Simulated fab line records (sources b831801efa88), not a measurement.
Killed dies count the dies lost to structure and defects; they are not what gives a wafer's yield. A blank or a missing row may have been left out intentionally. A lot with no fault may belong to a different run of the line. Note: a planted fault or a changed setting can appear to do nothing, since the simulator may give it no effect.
fab line records + flow sfq-line
record
- lots=5
- wafers=15
- last-day=95
route steps=325 shown I7@309 M8@311
lots untouched by any fault: they come from a run of this same line in which no faults occurred
start-h: hours from the record's opening day to when the first of the lot's shown wafers began + wait-h: time in hours since the lot's previous step + " unchanged from the row above + L1.1+2: a row that stands for several wafers + - no value, or no start was given + * or withheld: withheld + < > ~ a bound
route shown NAME@n: a module of which the file shows steps, and the number in the route of the first + usual: average and standard deviation across the fault-free wafers + same: alike in all rows + chamber/n: place in a boat + sites: each site's reading + _std_site: the values' standard deviation + _edge_site: inner sites' mean taken away from outer sites' mean + radius-mm: for every site, how far away it sits from the centre of the wafer + mask NAME#n: copy n + behind: the most recent tool/chamber to have shaped the wafer + hold: why the lot went on hold/how many hours it stayed there/how the hold came to an end + device: the transistor (n, p or np) that didn't switch + end of line: at the end of the route, the tests of the same wafers + for a step that has no rows: nothing shown but its recipe + killed: dies that structure and defects cost at the first sort, which is not the same as the wafer's yield + map: shows each die of a wafer: x if killed, . if not, _ if none is there
set.NAME: setting as actually run; set.NAME@STEP: the setting as run at that earlier step + model.NAME: the simulator's own value behind a step, which no gauge read
certain route steps with their lots: each step a table, each wafer a row
services: from which hour (start-h, from the record's first day; less than 0 if before it) a tool's chamber was out of use, for how many hours, and why
## steps
# step SFQ_TRILAYER_I7_VIA_STRIP_STRIP_191
# recipe
- gas=O2
- power-w=200
- platen-temp-c=40
- overash-fraction=0.65
- chemistry=O2
- pressure-mtorr=50
# usual
- drypump-motor-current-A=5.7/0.37
- oes-product-au=1.003/0.0096
| lot.wafer | tool         | chamber | start-h | wait-h | drypump-motor-current-A | oes-product-au | rf-hours-counter-h |
|-----------|--------------|---------|---------|--------|-------------------------|----------------|--------------------|
| L290.1    | rie-metal-03 | 0       | 1821.97 | -      | 5.4                     | 1.005          | 81                 |
| L290.5    | "            | 0       | "       | "      | 5.4                     | 1.007          | -                  |
| L290.6    | "            | 1       | "       | "      | 5.3                     | 1.010          | -                  |
| L300.1    | rie-metal-03 | 1       | 2116.54 | -      | 5.3                     | 0.984          | 108                |
| L300.2    | "            | 0       | "       | "      | 5.3                     | 0.985          | 124                |
| L300.6    | "            | 0       | "       | "      | 5.4                     | 0.996          | -                  |
| L308.2    | rie-metal-01 | 1       | 2155.23 | -      | 5.5                     | 1.010          | 37                 |
| L308.3    | "            | 0       | "       | "      | 5.9                     | 1.001          | -                  |
| L308.4    | "            | 1       | "       | "      | 5.5                     | 1.014          | -                  |
| L309.3    | rie-metal-01 | 0       | 2161.43 | -      | 5.9                     | 1.008          | -                  |
| L309.4    | "            | 1       | "       | "      | 5.5                     | 1.012          | -                  |
| L309.6    | "            | 1       | "       | "      | 5.5                     | 1.018          | -                  |
| L313.2    | rie-metal-03 | 1       | 2191.23 | -      | 5.3                     | 0.992          | 117                |
| L313.4    | "            | 0       | "       | "      | 5.4                     | 0.986          | -                  |
| L313.5    | "            | 1       | "       | "      | 5.3                     | 0.987          | -                  |
# step SFQ_TRILAYER_I7_VIA_STRIP_SOLV_CLEAN_192
# recipe
- chemistry=NMP
- temp-c=70
- time-s=600
# step SFQ_TRILAYER_M8_LITHO_LOR_COAT_197
# recipe
- resist=lift-off
- spin-rpm=3000
# step SFQ_TRILAYER_M8_LITHO_LOR_BAKE_198
# recipe
- resist=lift-off
- temp-c=withheld
- time-s=withheld
# step SFQ_TRILAYER_M8_LITHO_COAT_193
# recipe
- resist=KrF
- spin-rpm=3000
- resist-thk-nm=600
# step SFQ_TRILAYER_M8_LITHO_SOFTBAKE_199
# recipe
- temp-c=withheld
- time-s=withheld
- resist=KrF
# step SFQ_TRILAYER_M8_LITHO_EXPOSE_194
# recipe
- mask-id=M8
- na=0.6
- source-shape=conventional
- sigma-outer=0.65
- target-cd-nm=2000
- dose-mj=14.4
# step SFQ_TRILAYER_M8_LITHO_PEB_196
# recipe
- peb-temp-c=115
- peb-time-s=60
- resist=KrF
# step SFQ_TRILAYER_M8_LITHO_DEVELOP_195
# recipe
- img-clear-s=15
- time-s=55
- resist=KrF
# step SFQ_M8_OVL_MEAS_948
# usual
- M8_OVL=-1/6.7
| lot.wafer | tool       | chamber | start-h | wait-h | M8_OVL[nm] |
|-----------|------------|---------|---------|--------|------------|
| L290.1    | overlay-02 | -       | 1909.06 | 0.1    | -6         |
| L290.5    | "          | -       | "       | "      | -3         |
| L290.6    | "          | -       | "       | "      | -3         |
| L300.1    | overlay-01 | -       | 2121.09 | 0.1    | 2          |
| L300.2    | "          | -       | "       | "      | 2          |
| L300.6    | "          | -       | "       | "      | 2          |
| L308.2    | overlay-02 | -       | 2224.29 | 0.1    | 2          |
| L308.3    | "          | -       | "       | "      | 10         |
| L308.4    | "          | -       | "       | "      | 4          |
| L309.3    | overlay-02 | -       | 2233.90 | 0.1    | -9         |
| L309.4    | "          | -       | "       | "      | -4         |
| L309.6    | "          | -       | "       | "      | -4         |
| L313.2    | overlay-01 | -       | 2271.30 | 0.1    | 0          |
| L313.4    | "          | -       | "       | "      | -1         |
| L313.5    | "          | -       | "       | "      | -3         |
# step SFQ_TRILAYER_M8_DEP_EVAP_197
# recipe
- material=Ti
- angular-spread-deg=1
- target-thk-nm=20
- time-s=100
- power-w=2000
# step SFQ_TRILAYER_M8_DEP_EVAP_198
# recipe
- material=Pt
- angular-spread-deg=1
- target-thk-nm=50
- time-s=250
- power-w=2000
# step SFQ_TRILAYER_M8_DEP_EVAP_196
# recipe
- material=Au
- angular-spread-deg=1
- target-thk-nm=180
- time-s=900
- power-w=2000
| lot.wafer | tool           | chamber | start-h | wait-h | model.Au_of_TRILAYER_M8_DEP_EVAP_196.thk-nm |
|-----------|----------------|---------|---------|--------|---------------------------------------------|
| L290.1    | pvd-sputter-01 | -       | 1909.33 | 0.1    | 182.6                                       |
| L290.5    | "              | -       | "       | "      | 181.3                                       |
| L290.6    | "              | -       | "       | "      | 180.2                                       |
| L300.1    | pvd-sputter-01 | -       | 2121.35 | 0.1    | 212.3                                       |
| L300.2    | "              | -       | "       | "      | 182.7                                       |
| L300.6    | "              | -       | "       | "      | 185.1                                       |
| L308.2    | pvd-sputter-01 | -       | 2224.55 | 0.1    | 178.3                                       |
| L308.3    | "              | -       | "       | "      | 178.1                                       |
| L308.4    | "              | -       | "       | "      | 179.7                                       |
| L309.3    | pvd-sputter-02 | -       | 2234.15 | 0.1    | 180.3                                       |
| L309.4    | "              | -       | "       | "      | 176.4                                       |
| L309.6    | "              | -       | "       | "      | 178.5                                       |
| L313.2    | pvd-sputter-02 | -       | 2271.56 | 0.1    | 178.3                                       |
| L313.4    | "              | -       | "       | "      | 179.4                                       |
| L313.5    | "              | -       | "       | "      | 178.8                                       |
# step SFQ_M8_RS_MEAS_949
# recipe
- thk-meas-gauge=four-point-probe
- reads=Au_of_TRILAYER_M8_DEP_EVAP_196+Pt_of_TRILAYER_M8_DEP_EVAP_198+Ti_of_TRILAYER_M8_DEP_EVAP_197
# usual
- M8_AU_RS=0.1534/0.0018
| lot.wafer | tool          | chamber | start-h | wait-h | M8_AU_RS[ohm/sq] |
|-----------|---------------|---------|---------|--------|------------------|
| L290.1    | film-metro-04 | -       | 1909.85 | 0.3    | 0.1515           |
| L290.5    | "             | -       | "       | "      | 0.1528           |
| L290.6    | "             | -       | "       | "      | 0.1537           |
| L300.1    | film-metro-01 | -       | 2121.87 | 0.3    | 0.1299           |
| L300.2    | "             | -       | "       | "      | 0.1512           |
| L300.6    | "             | -       | "       | "      | 0.1491           |
| L308.2    | film-metro-01 | -       | 2225.09 | 0.3    | 0.1548           |
| L308.3    | "             | -       | "       | "      | 0.1550           |
| L308.4    | "             | -       | "       | "      | 0.1538           |
| L309.3    | film-metro-04 | -       | 2234.71 | 0.3    | 0.1532           |
| L309.4    | "             | -       | "       | "      | 0.1570           |
| L309.6    | "             | -       | "       | "      | 0.1547           |
| L313.2    | film-metro-03 | -       | 2272.10 | 0.3    | 0.1552           |
| L313.4    | "             | -       | "       | "      | 0.1540           |
| L313.5    | "             | -       | "       | "      | 0.1548           |
# step SFQ_M8_THK_MEAS_950
# recipe
- thk-meas-gauge=xrf
- reads=Au_of_TRILAYER_M8_DEP_EVAP_196
# usual
- M8_AU_THK=175.4/2.3
| lot.wafer | tool          | chamber | start-h | wait-h | M8_AU_THK[nm] |
|-----------|---------------|---------|---------|--------|---------------|
| L290.1    | film-metro-04 | -       | 1909.97 | 0.1    | 179.4         |
| L290.5    | "             | -       | "       | "      | 177.2         |
| L290.6    | "             | -       | "       | "      | 176.5         |
| L300.1    | film-metro-01 | -       | 2121.99 | 0.1    | 206.4         |
| L300.2    | "             | -       | "       | "      | 176.8         |
| L300.6    | "             | -       | "       | "      | 179.3         |
| L308.2    | film-metro-01 | -       | 2225.20 | 0.1    | 172.6         |
| L308.3    | "             | -       | "       | "      | 172.4         |
| L308.4    | "             | -       | "       | "      | 173.6         |
| L309.3    | film-metro-04 | -       | 2234.81 | 0.1    | 175.8         |
| L309.4    | "             | -       | "       | "      | 172.4         |
| L309.6    | "             | -       | "       | "      | 174.0         |
| L313.2    | film-metro-03 | -       | 2272.21 | 0.1    | 173.9         |
| L313.4    | "             | -       | "       | "      | 175.1         |
| L313.5    | "             | -       | "       | "      | 174.7         |
# step SFQ_TRILAYER_M8_LIFTOFF_LIFTOFF_197
# recipe
- temp-c=80
- time-s=600
- chemistry=NMP
# step SFQ_M8_BOW_MEAS_951
# recipe
- mode=bow
# usual
- M8_BOW=8/12
| lot.wafer | tool          | chamber | start-h | wait-h | M8_BOW[um] | model.etest.i7.link-ohm | model.etest.m8.ohm-sq |
|-----------|---------------|---------|---------|--------|------------|-------------------------|-----------------------|
| L290.1    | film-metro-01 | -       | 1910.20 | 0.0    | 0          | 1.066                   | 0.1513                |
| L290.5    | "             | -       | "       | "      | -2         | 1.063                   | 0.1523                |
| L290.6    | "             | -       | "       | "      | 5          | 1.071                   | 0.1533                |
| L300.1    | film-metro-01 | -       | 2122.22 | 0.0    | 17         | 1.02                    | 0.1301                |
| L300.2    | "             | -       | "       | "      | -7         | 1.051                   | 0.1512                |
| L300.6    | "             | -       | "       | "      | 9          | 1.039                   | 0.1492                |
| L308.2    | film-metro-04 | -       | 2225.44 | 0.0    | 3          | 1.063                   | 0.1549                |
| L308.3    | "             | -       | "       | "      | 12         | 1.061                   | 0.1551                |
| L308.4    | "             | -       | "       | "      | 25         | 1.054                   | 0.1537                |
| L309.3    | film-metro-01 | -       | 2235.06 | 0.0    | 9          | 1.056                   | 0.1531                |
| L309.4    | "             | -       | "       | "      | 23         | 1.054                   | 0.1566                |
| L309.6    | "             | -       | "       | "      | 29         | 1.06                    | 0.1547                |
| L313.2    | film-metro-01 | -       | 2272.63 | 0.0    | 1          | 1.041                   | 0.1549                |
| L313.4    | "             | -       | "       | "      | -14        | 1.046                   | 0.154                 |
| L313.5    | "             | -       | "       | "      | 1          | 1.038                   | 0.1545                |
## services
| tool           | chamber | start-h | hours | kind                          |
|----------------|---------|---------|-------|-------------------------------|
| pvd-sputter-02 | -       | 1861.62 | 7.1   | repair                        |
| rie-metal-01   | 1       | 1904.85 | -     | clean                         |
| rie-metal-01   | 1       | 1904.85 | -     | consumable-replace:focus-ring |
| rie-metal-01   | 1       | 1904.85 | 27.7  | scheduled-down                |
| rie-metal-01   | 1       | 1904.85 | 27.7  | vent-cycle                    |
| pvd-sputter-01 | -       | 1922.71 | 4.1   | repair                        |
| rie-metal-01   | 0       | 1973.34 | -     | clean                         |
| rie-metal-01   | 0       | 1973.34 | -     | consumable-replace:focus-ring |
| rie-metal-01   | -       | 1979.37 | 2.8   | pm                            |
| rie-metal-03   | 1       | 2006.65 | 2.2   | repair                        |
| pvd-sputter-02 | -       | 2021.37 | 9.7   | repair                        |
| pvd-sputter-01 | 2       | 2043.19 | -     | consumable-replace:kit        |
| pvd-sputter-01 | 2       | 2043.19 | 18.0  | scheduled-down                |
| pvd-sputter-01 | 2       | 2043.19 | 18.0  | vent-cycle                    |
| pvd-sputter-01 | -       | 2051.60 | 4.5   | repair                        |
| pvd-sputter-02 | -       | 2055.10 | 1.6   | repair                        |
| pvd-sputter-02 | -       | 2072.61 | 1.9   | repair                        |
| pvd-sputter-02 | -       | 2113.07 | 0.6   | repair                        |
| pvd-sputter-02 | -       | 2154.62 | 6.3   | repair                        |
| rie-metal-03   | 0       | 2210.46 | -     | clean                         |
| rie-metal-03   | 0       | 2210.46 | 28.2  | scheduled-down                |
| rie-metal-03   | 0       | 2210.46 | 28.2  | vent-cycle                    |
| pvd-sputter-01 | -       | 2256.92 | 5.2   | repair                        |
| rie-metal-03   | 1       | 2257.55 | -     | clean                         |
## key
first-sign
- step=SFQ_M8_RS_MEAS_949
- reading=M8_AU_RS
- direction=down
- sigmas=13
- usual=0.1534
- struck=0.1299
effect
- step=SFQ_M8_THK_MEAS_950
- reading=M8_AU_THK
- direction=up
- sigmas=14
- usual=175.4
- struck=206.4
model-effect
- step=SFQ_TRILAYER_M8_DEP_EVAP_196
- value=Au_of_TRILAYER_M8_DEP_EVAP_196.thk-nm
- without=182.1
- struck=212.3
model-effect
- step=SFQ_M8_BOW_MEAS_951
- value=etest.i7.link-ohm
- without=1.042
- struck=1.02
met-at SFQ_TRILAYER_M8_DEP_EVAP_196
struck-wafers L300.1
onset-between 1909.33 2121.35
fault
- kind=process-parameter-drift
- tool=pvd-sputter-01
- chamber=-
- onset-h=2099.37
- steps=SFQ_TRILAYER_M8_DEP_EVAP_196
- channel=time-s
- offset=*
- shape=step
- end-h=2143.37
- scope=struck-wafers-only
- acts-in=*
- stated=*
